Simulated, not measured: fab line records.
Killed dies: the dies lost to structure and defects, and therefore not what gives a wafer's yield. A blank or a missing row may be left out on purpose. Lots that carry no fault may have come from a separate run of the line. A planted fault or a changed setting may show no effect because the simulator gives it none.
Which tool did it?	flow gf180mcu	33 wafers sampled from 11 lots at 1 step of a route of 602

## WHAT THE GAUGES SHOWED, per wafer
GF_V5_THK_MEAS_01.
lot	measured	on	V5_CVD_00_THK (nm)
L124	day 26 20:18	film_metro-02	295.2 296.0 295.6
L127	day 28 02:54	film_metro-03	302.0 299.5 299.5
L128	day 28 12:38	film_metro-02	296.3 296.5 298.1
L129	day 28 22:51	film_metro-02	300.2 297.6 300.1
L131	day 29 02:19	film_metro-04	301.7 298.6 297.8
L133	day 30 03:20	film_metro-02	299.9 303.7 302.5
L139	day 31 16:43	film_metro-02	300.6 296.2 299.6
L141	day 31 22:13	film_metro-03	298.3 301.1 305.9
L142	day 32 09:46	film_metro-04	300.0 296.7 298.0
L147	day 33 07:13	film_metro-03	304.8 298.2 306.6
L146	day 33 08:34	film_metro-04	299.1 302.1 301.9

## WHAT TOOL EACH LOT RAN ON (gives the tool, then ch and the chambers of the sampled wafers, and finally the start)
Before these readings, the record contains no process step.

## THE ANSWER, worked out from the rows above alone
Rule: what is usual is taken from the lots themselves. Put in order of their means at a reading, lots are off if they are a third of the lots or fewer, leave a main group of 4 or more, and stand apart from it by a gap of 3 or more times the standard deviation of the main group's means; of several such gaps the widest counts. If all means in a main group match to the digits the tables above print for the reading, that group is not used. A lot without any number at a reading at which 4 lots or more have one is off too. Where the step has rows for the other lots, those lots are counted as sound.
None of the lots is off at any reading shown; this tells nothing.

## WHAT THE SIMULATOR HAD PUT IN
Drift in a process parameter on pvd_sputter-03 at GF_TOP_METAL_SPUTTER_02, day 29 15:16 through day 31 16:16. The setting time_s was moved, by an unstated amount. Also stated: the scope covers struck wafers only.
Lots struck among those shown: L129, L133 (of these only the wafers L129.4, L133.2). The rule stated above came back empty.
